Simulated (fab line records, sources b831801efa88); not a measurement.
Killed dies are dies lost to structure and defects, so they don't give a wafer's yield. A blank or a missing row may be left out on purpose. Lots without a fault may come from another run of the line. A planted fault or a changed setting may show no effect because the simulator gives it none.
Which tool did it? | flow gf180mcu | 13 lots, 39 wafers sampled, at 6 steps of a route of 602

WHAT THE GAUGES READ, wafer by wafer
GF_STI_THK_MEAS_24.
lot  | measured    | on            | STI_CVD_23_THK (nm)
L259 | day 2 18:28 | film_metro-04 | 638 636 635
L260 | day 2 23:59 | film_metro-02 | 647 651 645
L263 | day 3 15:02 | film_metro-02 | 647 643 642
L264 | day 3 22:02 | film_metro-04 | 648 648 643
L265 | day 4 01:14 | film_metro-02 | 630 629 629
L266 | day 4 07:28 | film_metro-04 | 305 628 304
L268 | day 4 16:43 | film_metro-01 | 308 640 636
L269 | day 4 22:01 | film_metro-04 | 635 302 639
L274 | day 6 00:09 | film_metro-02 | 641 632 627
L275 | day 6 06:22 | film_metro-02 | 632 627 640
L276 | day 6 10:22 | film_metro-02 | 636 635 637
L277 | day 6 15:14 | film_metro-02 | 638 643 641
L278 | day 6 20:38 | film_metro-04 | 644 637 640

GF_CONTACT_RS_MEAS_25: measures by four-point-probe.
lot  | measured     | on            | CONTACT_W_RS (ohm/sq)
L259 | day 17 03:56 | film_metro-04 | 0.393 0.399 0.392
L260 | day 17 18:44 | film_metro-03 | 0.395 0.395 0.398
L263 | day 18 21:16 | film_metro-01 | 0.397 0.398 0.393
L264 | day 19 02:35 | film_metro-03 | 0.394 0.389 0.392
L265 | day 19 07:22 | film_metro-03 | 0.392 0.392 0.396
L266 | day 20 01:28 | film_metro-01 | 0.398
L268 | day 20 08:46 | film_metro-01 | 0.396 0.398
L269 | day 21 01:05 | film_metro-01 | 0.392 0.389
L274 | day 23 02:08 | film_metro-03 | 0.398 0.400 0.400
L275 | day 23 09:27 | film_metro-03 | 0.395 0.398 0.398
L276 | day 23 09:08 | film_metro-03 | 0.392 0.392 0.391
L277 | day 23 14:35 | film_metro-01 | 0.395 0.392 0.393
L278 | day 24 04:08 | film_metro-03 | 0.395 0.400 0.393

GF_V1_THK_MEAS_03.
lot  | measured     | on            | V1_CVD_02_THK (nm)
L259 | day 18 05:01 | film_metro-04 | 833 843 854
L260 | day 18 19:50 | film_metro-01 | 845 847 848
L263 | day 20 00:02 | film_metro-01 | 839 830 862
L264 | day 20 05:01 | film_metro-02 | 847 855 855
L265 | day 20 08:33 | film_metro-01 | 847 873 859
L266 | day 21 03:13 | film_metro-01 | 857
L268 | day 21 10:19 | film_metro-02 | 859 858
L269 | day 22 01:57 | film_metro-02 | 852 857
L274 | day 24 01:58 | film_metro-04 | 834 833 831
L275 | day 24 09:52 | film_metro-02 | 836 853 866
L276 | day 24 09:29 | film_metro-01 | 846 851 850
L277 | day 24 14:34 | film_metro-04 | 845 855 854
L278 | day 25 03:55 | film_metro-01 | 852 845 854

GF_V1_OVL_MEAS_15.
lot  | measured     | on         | V1_OVL (nm)
L259 | day 19 05:38 | overlay-01 | 15 16 1
L260 | day 19 20:10 | overlay-02 | -4 -7 -5
L263 | day 21 00:43 | overlay-02 | -4 -2 6
L264 | day 21 05:34 | overlay-02 | 2 12 -5
L265 | day 21 09:02 | overlay-01 | 0 2 5
L266 | day 22 03:21 | overlay-01 | 1
L268 | day 22 09:52 | overlay-02 | 1 4
L269 | day 23 01:14 | overlay-02 | -3 7
L274 | day 24 23:59 | overlay-01 | 2 0 0
L275 | day 25 07:38 | overlay-02 | -2 -7 -9
L276 | day 25 07:23 | overlay-02 | -3 -7 5
L277 | day 25 12:14 | overlay-01 | 8 1 2
L278 | day 26 01:36 | overlay-02 | 6 8 5

WHICH TOOL RAN EACH LOT (tool, then ch and the chambers of the sampled wafers, then the start)
lot  | GF_STI_CVD_23                   | GF_STI_CMP_25
L259 | hdpcvd-02 ch 0,1,2, day 2 18:23 | cmp-02 ch 0,1,3, day 2 18:32
L260 | hdpcvd-01 ch 0,1,2, day 2 23:53 | cmp-02 ch 1,2, day 3 00:02
L263 | hdpcvd-02 ch 0,1,2, day 3 14:58 | cmp-02 ch 2,3, day 3 15:06
L264 | hdpcvd-01 ch 0,1, day 3 21:56   | cmp-01 ch 1,3, day 3 22:19
L265 | hdpcvd-01 ch 0,2, day 4 01:09   | cmp-02 ch 0,3, day 4 01:20
L266 | hdpcvd-01 ch 0,2, day 4 07:23   | cmp-01 ch 2,3, day 4 07:35
L268 | hdpcvd-01 ch 0,1,2, day 4 16:38 | cmp-02 ch 0,2,3, day 4 16:50
L269 | hdpcvd-01 ch 0,1, day 4 21:56   | cmp-02 ch 1,2,3, day 4 22:14
L274 | hdpcvd-02 ch 0,1,2, day 6 00:04 | cmp-01 ch 1,2,3, day 6 00:13
L275 | hdpcvd-02 ch 0,1, day 6 06:17   | cmp-01 ch 0,1,2, day 6 06:28
L276 | hdpcvd-02 ch 0,1,2, day 6 10:17 | cmp-02 ch 0,1,3, day 6 10:26
L277 | hdpcvd-02 ch 0,2, day 6 15:09   | cmp-01 ch 1,3, day 6 15:20
L278 | hdpcvd-02 ch 0,1,2, day 6 20:33 | cmp-01 ch 0,2,3, day 6 20:41
- GF_STI_CVD_23: deposits SiO2, target thk 650 nm, time 108.3 s.
- GF_STI_CMP_25: polishes, stops on Si3N4, t overpolish 33 s, target thk 524.6 nm.

WHAT THE TOOLS THEMSELVES READ (means of the sampled wafers that have a number; where no wafer has one, the mark that the record gives instead)
GF_STI_CVD_23.
lot  | tool      | sih4_flow_sccm (sccm)
L259 | hdpcvd-02 | 58.86
L260 | hdpcvd-01 | 58.89
L263 | hdpcvd-02 | 59.07
L264 | hdpcvd-01 | 59.07
L265 | hdpcvd-01 | 58.98
L266 | hdpcvd-01 | 59.06
L268 | hdpcvd-01 | 59.18
L269 | hdpcvd-01 | 58.92
L274 | hdpcvd-02 | 58.88
L275 | hdpcvd-02 | 59.14
L276 | hdpcvd-02 | 59.14
L277 | hdpcvd-02 | 59.19
L278 | hdpcvd-02 | 59.07

GF_STI_CMP_25.
lot  | tool   | motor_current_A (A) | time_to_endpoint_s (s)
L259 | cmp-02 | 12.9                | 123
L260 | cmp-02 | 11.6                | 131
L263 | cmp-02 | 12.5                | 125
L264 | cmp-01 | 11.3                | 124
L265 | cmp-02 | 13.4                | 121
L266 | cmp-01 | 12.1                | 78
L268 | cmp-02 | 12.2                | 102
L269 | cmp-02 | 12.3                | 101
L274 | cmp-01 | 11.5                | 120
L275 | cmp-01 | 11.5                | 118
L276 | cmp-02 | 13.3                | 128
L277 | cmp-01 | 11.4                | 122
L278 | cmp-01 | 11.4                | 121

THE ANSWER, worked out from the rows above alone
Rule: what is usual is taken from the lots themselves. Put in order of their means at a reading, lots are off if they are a third of the lots or fewer, leave a main group of 4 or more, and stand apart from it by a gap of 3 or more times the standard deviation of the main group's means; of several such gaps the widest counts. A main group whose means are all the same, to the digits that the tables above print for the reading, isn't used. A lot without any number at a reading at which 4 lots or more have one is off too. The other lots that the step has rows for count as sound. The gauges are gone through in route order, then the tools' own readings, and for those a lot's mean is taken as printed above. The first step at which some lot is off is used, and at that step the reading that is off furthest; a lot without a number counts as furthest.
Off: L266, L268, L269, at GF_STI_THK_MEAS_24 (STI_CVD_23_THK). The main group: mean 639 nm, standard deviation 5.8.
A tool fits if, at a process step before that reading, it ran every lot that is off, and no sound lot after the first of them. The gauges at GF_STI_THK_MEAS_24 aren't tried: what is off there is off at GF_STI_CMP_25 too, on other tools, and a gauge's error can't cause that. One fits: hdpcvd-01 at GF_STI_CVD_23. Its last sound lot is L265 (day 4 01:09), its first lot that is off L266 (day 4 07:23): a fault that began between those two fits.

WHAT THE SIMULATOR HAD PUT IN
Process parameter drift: hdpcvd-01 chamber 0, from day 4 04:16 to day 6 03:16, at GF_STI_CVD_23. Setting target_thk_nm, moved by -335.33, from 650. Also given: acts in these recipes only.
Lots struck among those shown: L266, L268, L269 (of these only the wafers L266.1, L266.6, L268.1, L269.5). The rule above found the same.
